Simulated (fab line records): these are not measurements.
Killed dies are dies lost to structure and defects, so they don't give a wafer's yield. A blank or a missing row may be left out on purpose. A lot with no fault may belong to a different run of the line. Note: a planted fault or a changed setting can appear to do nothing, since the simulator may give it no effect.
Which tool is to blame? | flow gf180mcu | 11 lots (33 wafers sampled), 1 step of a 602-step route

## WHAT THE GAUGES READ, wafer by wafer
GF_V1_RS_MEAS_24: measures by four-point-probe.
lot  | measured     | on            | V1_W_RS (ohm/sq)
L489 | day 17 17:52 | film metro-02 | 0.341 0.339 0.342
L490 | day 18 05:25 | film metro-04 | 0.342 0.335 0.337
L491 | day 19 18:37 | film metro-02 | 0.335 0.333 0.335
L493 | day 20 03:14 | film metro-02 | 0.341 0.333 0.337
L495 | day 20 11:04 | film metro-01 | 0.332 0.331 0.325
L497 | day 21 06:02 | film metro-04 | 0.335 0.336 0.334
L498 | day 21 20:29 | film metro-02 | 0.322 0.324 0.324
L506 | day 24 09:41 | film metro-02 | 0.334 0.331 0.333
L508 | day 25 00:44 | film metro-04 | 0.338 0.338 0.336
L510 | day 25 14:05 | film metro-04 | 0.338 0.343 0.341
L511 | day 25 21:23 | film metro-02 | 0.332 0.327 0.331

## EACH LOT AND THE TOOL THAT RAN IT (in order: tool; ch and the chambers of the sampled wafers; start)
There is no process step in the record ahead of these readings.

## THE ANSWER, worked out from the rows above alone
Rule: usual is defined by the lots themselves. The widest of any qualifying gaps counts: lots, ordered by their means at a reading, are off when they make up no more than a third of the lots, leave a main group of 4 or more, and stand apart from it by 3 or more times the standard deviation of that group's means. If all means in a main group match to the digits the tables above print for the reading, that group is not used. Also off: a lot with no number at a reading for which 4 or more lots have one. All remaining lots with rows at the step are treated as sound.
Nothing can be told from this: no lot is off at any reading shown.

## WHAT THE SIMULATOR HAD PUT IN
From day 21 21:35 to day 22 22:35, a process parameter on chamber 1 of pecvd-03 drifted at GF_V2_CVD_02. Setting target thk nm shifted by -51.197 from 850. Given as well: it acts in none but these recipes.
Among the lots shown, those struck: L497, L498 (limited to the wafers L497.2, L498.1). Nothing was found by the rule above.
